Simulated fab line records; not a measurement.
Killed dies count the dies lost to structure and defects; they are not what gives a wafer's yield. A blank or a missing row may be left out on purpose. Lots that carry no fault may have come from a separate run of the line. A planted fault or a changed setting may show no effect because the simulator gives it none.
fab line records	flow sfqLine
record lots=6	wafers=18	lastDay=81
route steps=325 shown I1@77 M2@88
lots that met no fault: from a run of the same line without faults
startH: hours from the record's opening day to when the first of the lot's shown wafers began	waitH: hours elapsed since this lot's preceding step	" identical to the entry in the row above	L1.1+2: a single row standing in for several wafers	- value missing, or start not given	* or withheld: withheld	< > ~ a bound
route shown NAME@n: NAME is a module with steps in the file, n the number in the route of the first one	usual: mean and standard deviation over wafers with no fault	same: alike in all rows	chamber/n: place in a boat	sites: readings site by site	_std_site: the standard deviation of these	_edge_site: mean of outer sites minus mean of inner sites	radiusMm: how far each site lies from the wafer's centre	mask NAME#n: copy n	behind: the last tool/chamber to shape the wafer	hold: why the lot was held/for how many hours/how that ended	device: the transistor (n, p or np) that didn't switch	end of line: at the end of the route, the tests of the same wafers	a step with no rows: only its recipe	killed: not the wafer's yield, but the dies lost to structure and defects at the first sort	map: a wafer's dies, x killed, . not, _ none there
set.NAME: the setting as run; set.NAME@STEP: as run at that earlier step	model.NAME: the simulator's own value behind a step, which no gauge read
lots seen at some steps along the route; tables by step, rows by wafer
services: the hour from which a tool's chamber was out of use, counted from the record's first day as startH (under 0 if before that day), plus the number of hours and why
## steps
# step SFQ_TRILAYER_I1_VIA_LITHO_COAT_054
# recipe resist=BARC	spinRpm=3000	resistThkNm=62
# step SFQ_TRILAYER_I1_VIA_LITHO_COAT_049
# recipe resist=KrF	spinRpm=3000	resistThkNm=650
# step SFQ_TRILAYER_I1_VIA_LITHO_SOFTBAKE_053
# recipe tempC=withheld	timeS=withheld	resist=KrF
# step SFQ_TRILAYER_I1_VIA_LITHO_EXPOSE_050
# recipe maskId=I1	na=0.6	sourceShape=conventional	sigmaOuter=0.65	targetCdNm=500	doseMj=21.3
# step SFQ_TRILAYER_I1_VIA_LITHO_PEB_052
# recipe pebTempC=115	pebTimeS=60	resist=KrF
# step SFQ_TRILAYER_I1_VIA_LITHO_DEVELOP_051
# recipe timeS=60	resist=KrF
# step SFQ_I1_OVL_MEAS_913
# usual I1_OVL=2/6.2
lot.wafer	tool	chamber	startH	waitH	I1_OVL[nm]
L356.1	overlay-01	-	650.36	0.1	2
L356.5	"	-	"	"	-5
L356.6	"	-	"	"	-2
L364.1	overlay-01	-	693.37	0.1	12
L364.2	"	-	"	"	9
L364.3	"	-	"	"	10
L365.2	overlay-02	-	703.01	0.1	6
L365.3	"	-	"	"	8
L365.6	"	-	"	"	4
L366.3	overlay-02	-	859.99	0.1	-2
L366.5	"	-	"	"	0
L366.6	"	-	"	"	5
L367.1	overlay-02	-	862.38	0.1	-2
L367.4	"	-	"	"	1
L367.6	"	-	"	"	-1
L370.1	overlay-01	-	887.85	0.1	2
L370.2	"	-	"	"	11
L370.4	"	-	"	"	0
# step SFQ_TRILAYER_I1_VIA_BARC_OPEN_VIA_ETCH_071
# recipe maskMaterial=PR	chemistry=O2	targetDepthNm=125	target=BARC	sourceW=500	biasW=80	pressureMtorr=30	timeS=41.7
# usual drypumpMotorCurrentA=5.6/0.55	oesProductAu=0.684/0.0043	rfFwdPowerW=494.0/2.2
lot.wafer	tool	chamber	startH	waitH	drypumpMotorCurrentA	oesProductAu	rfFwdPowerW	rfHoursCounterH
L356.1	rieDiel-04	1	650.40	0.0	5.3	0.678	492.9	2
L356.5	"	3	"	"	6.4	0.683	496.4	-
L356.6	"	2	"	"	5.5	0.686	496.0	-
L364.1	rieDiel-04	2	693.40	0.0	5.5	0.686	491.0	4
L364.2	"	0	"	"	6.2	0.683	490.5	6
L364.3	"	3	"	"	6.4	0.684	492.7	57
L365.2	rieDiel-04	3	703.04	0.0	6.4	0.685	494.2	58
L365.3	"	0	"	"	6.2	0.685	492.4	6
L365.6	"	1	"	"	5.2	0.677	495.9	-
L366.3	rieDiel-01	3	860.01	0.0	4.8	0.685	494.5	21
L366.5	"	3	"	"	4.8	0.684	496.4	-
L366.6	"	2	"	"	5.5	0.684	491.9	-
L367.1	rieDiel-02	0	862.41	0.0	5.9	0.684	494.5	2
L367.4	"	1	"	"	6.4	0.685	489.7	33
L367.6	"	3	"	"	5.4	0.684	496.1	-
L370.1	rieDiel-01	0	887.89	0.0	4.8	0.684	495.9	7
L370.2	"	1	"	"	5.9	0.687	493.7	5
L370.4	"	2	"	"	5.5	0.684	494.1	2
# step SFQ_TRILAYER_I1_VIA_ETCH_VIA_ETCH_052
# recipe target=SiO2	stopOn=Nb	maskMaterial=PR	taperDeg=20	chemistry=CHF3	targetDepthNm=260	sourceW=500	biasW=80	pressureMtorr=30	timeS=withheld
# usual drypumpMotorCurrentA=5.6/0.56	oesProductAu=0.855/0.0053	rfFwdPowerW=498.1/1.7
lot.wafer	tool	chamber	startH	waitH	drypumpMotorCurrentA	oesProductAu	rfFwdPowerW
L356.1	rieDiel-04	1	650.44	0.0	5.2	0.851	498.3
L356.5	"	3	"	"	6.5	0.847	497.3
L356.6	"	2	"	"	5.5	0.849	499.0
L364.1	rieDiel-04	2	693.44	0.0	5.5	0.850	499.1
L364.2	"	0	"	"	6.2	0.866	499.7
L364.3	"	3	"	"	6.4	0.857	501.4
L365.2	rieDiel-04	3	703.08	0.0	6.4	0.868	500.3
L365.3	"	0	"	"	6.2	0.850	498.1
L365.6	"	1	"	"	5.2	0.847	497.8
L366.3	rieDiel-01	3	860.05	0.0	4.8	0.850	498.1
L366.5	"	3	"	"	4.8	0.844	499.2
L366.6	"	2	"	"	5.5	0.855	499.9
L367.1	rieDiel-02	0	862.45	0.0	5.9	0.848	498.8
L367.4	"	1	"	"	6.4	0.850	497.4
L367.6	"	3	"	"	5.4	0.862	497.8
L370.1	rieDiel-01	0	887.93	0.0	4.8	0.854	497.2
L370.2	"	1	"	"	5.9	0.859	500.1
L370.4	"	2	"	"	5.5	0.856	499.0
# step SFQ_TRILAYER_I1_VIA_STRIP_STRIP_053
# recipe gas=O2	powerW=200	platenTempC=40	overashFraction=0.65	chemistry=O2	pressureMtorr=50
# usual drypumpMotorCurrentA=5.9/0.38	heBacksideLeakSccm=3.62/0.19	oesProductAu=1.000/0.0085
lot.wafer	tool	chamber	startH	waitH	drypumpMotorCurrentA	heBacksideLeakSccm	oesProductAu	rfHoursCounterH
L356.1	rieMetal-02	0	650.55	-	6.4	3.78	1.019	145
L356.5	"	0	"	"	6.4	3.74	1.009	-
L356.6	"	1	"	"	6.3	3.68	1.008	-
L364.1	rieMetal-02	0	693.56	-	6.4	3.88	1.007	153
L364.2	"	1	"	"	6.3	3.60	0.986	70
L364.3	"	0	"	"	6.4	3.96	1.005	-
L365.2	rieMetal-02	1	703.19	-	6.3	3.19	1.004	70
L365.3	"	1	"	"	6.2	3.10	0.994	-
L365.6	"	1	"	"	6.2	3.08	0.999	-
L366.3	rieMetal-01	0	860.37	-	5.7	3.73	0.995	-
L366.5	"	0	"	"	5.7	3.69	0.989	-
L366.6	"	1	"	"	5.8	3.78	0.997	-
L367.1	rieMetal-02	0	862.57	-	6.4	3.77	1.005	7
L367.4	"	0	"	"	6.4	3.64	0.999	-
L367.6	"	1	"	"	6.2	3.78	1.004	-
L370.1	rieMetal-02	1	888.04	-	6.2	3.13	0.999	102
L370.2	"	0	"	"	6.4	3.53	0.992	11
L370.4	"	1	"	"	6.3	3.30	1.001	-
# step SFQ_TRILAYER_I1_VIA_STRIP_SOLV_CLEAN_054
# recipe chemistry=NMP	tempC=70	timeS=600
# step SFQ_TRILAYER_M2_DEP_PRE_CLEAN_056
# recipe gas=Ar	timeS=22.5	biasV=250
# step SFQ_TRILAYER_M2_DEP_SPUTTER_055
# recipe material=Nb	basePressurePa=1.33e-06	chamberPressurePa=0.1333	substrateTempC=20	resputterCathodeVoltageV=400	targetThkNm=200	powerW=2000	timeS=133.3
# usual basePressurePa=1.35e-06/8.8e-08	cathodeDcPowerW=2000.0/0.38	resputterCathodeVoltageV=400/3.7	throttleValvePct=29.9/0.68
lot.wafer	tool	chamber	startH	waitH	basePressurePa	cathodeDcPowerW	resputterCathodeVoltageV	throttleValvePct
L356.1	pvdSputter-03	-	651.36	0.0	1.45e-06	1999.6	396	29.7
L356.5	"	-	"	"	1.11e-06	2000.1	393	30.6
L356.6	"	-	"	"	1.34e-06	1999.6	397	29.7
L364.1	pvdSputter-06	-	694.36	0.0	-	-	-	-
L364.2	"	-	"	"	-	-	-	-
L364.3	"	-	"	"	-	-	-	-
L365.2	pvdSputter-04	-	704.00	0.0	-	-	-	-
L365.3	"	-	"	"	-	-	-	-
L365.6	"	-	"	"	-	-	-	-
L366.3	pvdSputter-03	-	860.99	0.0	1.29e-06	1999.8	401	30.1
L366.5	"	-	"	"	1.42e-06	2000.2	402	29.6
L366.6	"	-	"	"	1.17e-06	2000.2	407	30.9
L367.1	pvdSputter-04	-	863.37	0.0	1.43e-06	2000.7	398	30.3
L367.4	"	-	"	"	1.24e-06	1999.7	402	29.8
L367.6	"	-	"	"	1.22e-06	2000.6	404	30.7
L370.1	pvdSputter-06	-	888.86	0.0	1.41e-06	2000.6	402	29.5
L370.2	"	-	"	"	1.45e-06	2000.5	404	30.7
L370.4	"	-	"	"	1.34e-06	2000.1	398	29.2
# step SFQ_M2_RS_MEAS_914
# recipe thkMeasGauge=four-point-probe	reads=Nb_of_TRILAYER_M2_DEP_SPUTTER_055
# usual M2_NB_RS=0.890/0.0096
lot.wafer	tool	chamber	startH	waitH	M2_NB_RS[ohm/sq]
L356.1	filmMetro-02	-	651.45	0.0	0.888
L356.5	"	-	"	"	0.892
L356.6	"	-	"	"	0.892
L364.1	filmMetro-01	-	694.46	0.1	-
L364.2	"	-	"	"	-
L364.3	"	-	"	"	-
L365.2	filmMetro-04	-	704.11	0.1	-
L365.3	"	-	"	"	-
L365.6	"	-	"	"	-
L366.3	filmMetro-04	-	861.13	0.1	0.874
L366.5	"	-	"	"	0.888
L366.6	"	-	"	"	0.884
L367.1	filmMetro-01	-	863.46	0.0	0.902
L367.4	"	-	"	"	0.887
L367.6	"	-	"	"	0.882
L370.1	filmMetro-01	-	888.95	0.0	0.881
L370.2	"	-	"	"	0.882
L370.4	"	-	"	"	0.884
# step SFQ_TRILAYER_M2_LITHO_COAT_062
# recipe resist=BARC	spinRpm=3000	resistThkNm=62
# step SFQ_TRILAYER_M2_LITHO_COAT_057
# recipe resist=KrF	spinRpm=3000	resistThkNm=600
# step SFQ_TRILAYER_M2_LITHO_SOFTBAKE_061
# recipe tempC=withheld	timeS=withheld	resist=KrF
# step SFQ_TRILAYER_M2_LITHO_EXPOSE_058
# recipe maskId=M2	na=0.6	sourceShape=conventional	sigmaOuter=0.65	targetCdNm=500	doseMj=14.4
# step SFQ_TRILAYER_M2_LITHO_PEB_060
# recipe pebTempC=115	pebTimeS=60	resist=KrF
# step SFQ_TRILAYER_M2_LITHO_DEVELOP_059
# recipe timeS=60	resist=KrF
# step SFQ_M2_OVL_MEAS_916
# usual M2_OVL=-4/7.2
lot.wafer	tool	chamber	startH	waitH	M2_OVL[nm]
L356.1	overlay-02	-	795.53	0.1	-7
L356.5	"	-	"	"	-8
L356.6	"	-	"	"	-11
L364.1	overlay-02	-	847.98	0.1	-4
L364.2	"	-	"	"	-9
L364.3	"	-	"	"	-10
L365.2	overlay-02	-	856.38	0.1	-8
L365.3	"	-	"	"	-5
L365.6	"	-	"	"	-6
L366.3	overlay-02	-	863.65	0.1	10
L366.5	"	-	"	"	12
L366.6	"	-	"	"	8
L367.1	overlay-02	-	865.89	0.1	-1
L367.4	"	-	"	"	0
L367.6	"	-	"	"	-6
L370.1	overlay-01	-	955.12	0.1	-21
L370.2	"	-	"	"	-9
L370.4	"	-	"	"	-10
# step SFQ_TRILAYER_M2_BARC_OPEN_METAL_ETCH_077
# recipe maskMaterial=PR	chemistry=O2	targetDepthNm=125	target=BARC	icpW=600	biasW=80	pressureMtorr=10	timeS=41.7
# usual drypumpMotorCurrentA=5.9/0.39	heBacksideLeakSccm=3.57/0.23	oesProductAu=0.685/0.0046	rfFwdPowerW=593.0/1.7
lot.wafer	tool	chamber	startH	waitH	drypumpMotorCurrentA	heBacksideLeakSccm	oesProductAu	rfFwdPowerW	rfHoursCounterH
L356.1	rieMetal-04	0	795.56	0.0	5.3	3.64	0.677	593.0	38
L356.5	"	1	"	"	5.8	3.49	0.688	591.8	-
L356.6	"	0	"	"	5.3	3.57	0.684	591.7	-
L364.1	rieMetal-03	0	848.01	0.0	5.8	3.60	0.689	592.5	97
L364.2	"	1	"	"	6.3	3.51	0.695	592.4	86
L364.3	"	0	"	"	5.8	3.54	0.682	590.7	-
L365.2	rieMetal-03	1	856.41	0.0	6.3	3.69	0.688	594.4	87
L365.3	"	1	"	"	6.3	3.58	0.683	594.3	-
L365.6	"	0	"	"	5.7	3.47	0.683	594.4	-
L366.3	rieMetal-04	0	863.70	0.0	5.3	3.75	0.693	594.3	-
L366.5	"	0	"	"	5.2	3.68	0.683	597.5	-
L366.6	"	1	"	"	5.8	5.83	0.677	593.3	-
L367.1	rieMetal-04	1	865.93	0.0	5.8	3.54	0.684	593.4	113
L367.4	"	1	"	"	5.8	3.56	0.685	589.3	-
L367.6	"	1	"	"	5.8	3.64	0.682	590.9	-
L370.1	rieMetal-03	0	955.16	0.0	5.8	3.53	0.686	595.2	111
L370.2	"	1	"	"	6.3	3.47	0.682	591.7	98
L370.4	"	0	"	"	5.7	3.75	0.684	592.6	-
# step SFQ_TRILAYER_M2_ETCH_METAL_ETCH_060
# recipe target=Nb	stopOn=SiO2	maskMaterial=PR	chemistry=Cl2/Ar	targetDepthNm=240	icpW=600	biasW=80	pressureMtorr=10	timeS=120
# usual drypumpMotorCurrentA=5.9/0.39	heBacksideLeakSccm=3.58/0.29	oesProductAu=0.894/0.0073	rfFwdPowerW=596.8/1.9
lot.wafer	tool	chamber	startH	waitH	drypumpMotorCurrentA	heBacksideLeakSccm	oesProductAu	rfFwdPowerW	rfHoursCounterH
L356.1	rieMetal-04	0	795.62	0.0	5.3	3.55	0.910	594.8	38
L356.5	"	1	"	"	5.8	3.54	0.883	597.1	-
L356.6	"	0	"	"	5.2	3.52	0.887	595.6	-
L364.1	rieMetal-03	0	848.07	0.0	5.7	3.63	0.377	598.2	97
L364.2	"	1	"	"	6.3	3.61	0.377	599.4	86
L364.3	"	0	"	"	5.7	3.65	0.371	597.3	-
L365.2	rieMetal-03	1	856.47	0.0	6.3	3.53	0.383	596.8	87
L365.3	"	1	"	"	6.3	3.50	0.377	598.0	-
L365.6	"	0	"	"	5.7	3.60	0.378	596.8	-
L366.3	rieMetal-04	0	863.78	0.1	5.2	3.72	0.901	596.5	-
L366.5	"	0	"	"	5.3	3.73	0.895	596.5	-
L366.6	"	1	"	"	5.8	3.53	0.899	596.9	-
L367.1	rieMetal-04	1	865.99	0.0	5.9	3.52	0.896	597.2	113
L367.4	"	1	"	"	5.9	3.49	0.894	597.8	-
L367.6	"	1	"	"	5.9	3.66	0.901	598.6	-
L370.1	rieMetal-03	0	955.22	0.0	5.7	3.56	0.890	595.1	111
L370.2	"	1	"	"	6.3	3.51	0.903	592.8	98
L370.4	"	0	"	"	5.8	3.62	0.898	598.0	-
# step SFQ_TRILAYER_M2_STRIP_STRIP_061
# recipe gas=O2	powerW=200	platenTempC=40	overashFraction=0.65	chemistry=O2	pressureMtorr=50
# usual drypumpMotorCurrentA=5.9/0.39	heBacksideLeakSccm=3.58/0.13	oesProductAu=1.000/0.0085
lot.wafer	tool	chamber	startH	waitH	drypumpMotorCurrentA	heBacksideLeakSccm	oesProductAu	rfHoursCounterH
L356.1	rieMetal-04	0	795.75	0.1	5.2	3.67	1.005	38
L356.5	"	1	"	"	5.8	3.63	1.005	-
L356.6	"	0	"	"	5.3	3.67	1.003	-
L364.1	rieMetal-03	0	848.20	0.1	5.8	3.66	1.003	97
L364.2	"	1	"	"	6.3	3.53	0.986	86
L364.3	"	0	"	"	5.8	3.47	1.000	-
L365.2	rieMetal-03	1	856.60	0.1	6.3	3.43	0.986	87
L365.3	"	1	"	"	6.3	3.59	0.987	-
L365.6	"	0	"	"	5.7	3.48	1.007	-
L366.3	rieMetal-04	0	864.06	0.2	5.3	3.70	1.001	-
L366.5	"	0	"	"	5.3	3.56	1.001	-
L366.6	"	1	"	"	5.8	3.57	1.002	-
L367.1	rieMetal-04	1	866.11	0.1	5.9	3.68	1.015	113
L367.4	"	1	"	"	5.9	3.67	1.017	-
L367.6	"	1	"	"	5.8	3.74	1.013	-
L370.1	rieMetal-03	0	955.34	0.1	5.7	3.56	1.013	111
L370.2	"	1	"	"	6.3	3.66	0.988	99
L370.4	"	0	"	"	5.7	3.61	0.995	-
## services
tool	chamber	startH	hours	kind
pvdSputter-03	-	628.49	2.6	repair
rieDiel-02	2	639.38	17.1	repair
rieDiel-02	-	642.15	0.4	repair
rieDiel-02	2	662.72	2.1	repair
rieDiel-01	0	684.74	9.2	repair
pvdSputter-06	-	685.44	2.7	repair
pvdSputter-04	-	685.99	9.4	repair
rieDiel-04	0	694.72	3.0	repair
rieDiel-04	2	699.37	8.7	repair
rieDiel-01	2	745.75	5.2	repair
rieMetal-04	1	745.85	2.1	repair
rieDiel-01	1	762.47	5.4	repair
rieDiel-04	2	830.23	5.0	repair
rieDiel-04	0	864.75	11.6	repair
rieMetal-02	-	867.62	0.5	repair
rieMetal-03	1	877.37	4.7	repair
rieDiel-04	-	891.95	1.2	repair
rieMetal-04	-	892.08	14.6	pm
rieMetal-02	-	899.98	0.3	repair
rieDiel-01	1	914.23	1.6	repair
rieDiel-04	2	918.91	3.9	repair
rieMetal-03	-	921.95	14.6	pm
rieMetal-02	0	924.25	19.3	repair
rieDiel-04	1	946.43	5.5	repair
## key
firstSign step=SFQ_TRILAYER_M2_DEP_SPUTTER_055	reading=toolRecord	direction=missing
effect step=SFQ_M2_RS_MEAS_914	reading=M2_NB_RS	direction=missing
effect step=SFQ_TRILAYER_M2_ETCH_METAL_ETCH_060	reading=oesProductAu	direction=down	sigmas=71	usual=0.894	struck=0.377
metAt SFQ_TRILAYER_M2_DEP_SPUTTER_055
struckWafers L364.1,L364.2,L364.3,L365.2,L365.3,L365.6
fault kind=skippedStepWhole	tool=pvdSputter-04,pvdSputter-06	chamber=-	onsetH=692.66	steps=SFQ_TRILAYER_M2_DEP_SPUTTER_055	scope=struckLotsOnly
